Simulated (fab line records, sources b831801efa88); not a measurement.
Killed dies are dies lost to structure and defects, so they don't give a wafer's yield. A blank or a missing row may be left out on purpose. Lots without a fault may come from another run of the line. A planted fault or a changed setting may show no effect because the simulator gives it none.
Which tool did it? | flow gf180mcu | 6 lots, 18 wafers sampled, at 4 steps of a route of 602

WHAT THE GAUGES READ, wafer by wafer
GF_TOP_METAL_OVL_MEAS_15.
lot  | measured     | on         | TOP_METAL_OVL (nm)
L176 | day 28 19:55 | overlay-01 | -1.7 -1.7 1.2
L179 | day 29 20:07 | overlay-01 | 2.4 0.9 -1.2
L181 | day 30 13:55 | overlay-02 | -4.2 -2.2 -2.5
L184 | day 31 06:13 | overlay-01 | 0.0 0.9 1.3
L193 | day 33 14:31 | overlay-02 | -0.4 -0.4 -1.8
L195 | day 34 01:31 | overlay-01 | -0.7 -1.8 -1.9

WHICH TOOL RAN EACH LOT (tool, then ch and the chambers of the sampled wafers, then the start)
lot  | GF_V2_SPUTTER_22             | GF_V5_CVD_02                    | GF_V5_SPUTTER_22
L176 | pvd_sputter-04, day 21 03:44 | pecvd-03 ch 1,2, day 27 01:58   | pvd_sputter-04, day 27 23:08
L179 | pvd_sputter-04, day 22 08:29 | pecvd-01 ch 0,1,2, day 28 02:36 | pvd_sputter-04, day 29 00:12
L181 | pvd_sputter-01, day 23 06:47 | pecvd-02 ch 0,1,2, day 28 21:29 | pvd_sputter-03, day 29 18:43
L184 | pvd_sputter-01, day 24 03:35 | pecvd-02 ch 0,1,2, day 29 15:57 | pvd_sputter-04, day 30 11:55
L193 | pvd_sputter-04, day 27 03:12 | pecvd-02 ch 0,1, day 32 04:13   | pvd_sputter-02, day 32 22:16
L195 | pvd_sputter-04, day 27 18:16 | pecvd-02 ch 0,1,2, day 32 16:05 | pvd_sputter-04, day 33 09:52
- GF_V2_SPUTTER_22: material TiN, target thk 10 nm, time 40 s.
- GF_V5_CVD_02: deposits SiO2 from TEOS, target thk 1450 nm, time 163.28 s.
- GF_V5_SPUTTER_22: material TiN, target thk 10 nm, time 40 s.

THE ANSWER, worked out from the rows above alone
Rule: what is usual is taken from the lots themselves. Put in order of their means at a reading, lots are off if they are a third of the lots or fewer, leave a main group of 4 or more, and stand apart from it by a gap of 3 or more times the standard deviation of the main group's means; of several such gaps the widest counts. A main group whose means are all the same, to the digits that the tables above print for the reading, isn't used. A lot without any number at a reading at which 4 lots or more have one is off too. The other lots that the step has rows for count as sound.
No lot is off at any reading shown: from this, nothing can be told.

WHAT THE SIMULATOR HAD PUT IN
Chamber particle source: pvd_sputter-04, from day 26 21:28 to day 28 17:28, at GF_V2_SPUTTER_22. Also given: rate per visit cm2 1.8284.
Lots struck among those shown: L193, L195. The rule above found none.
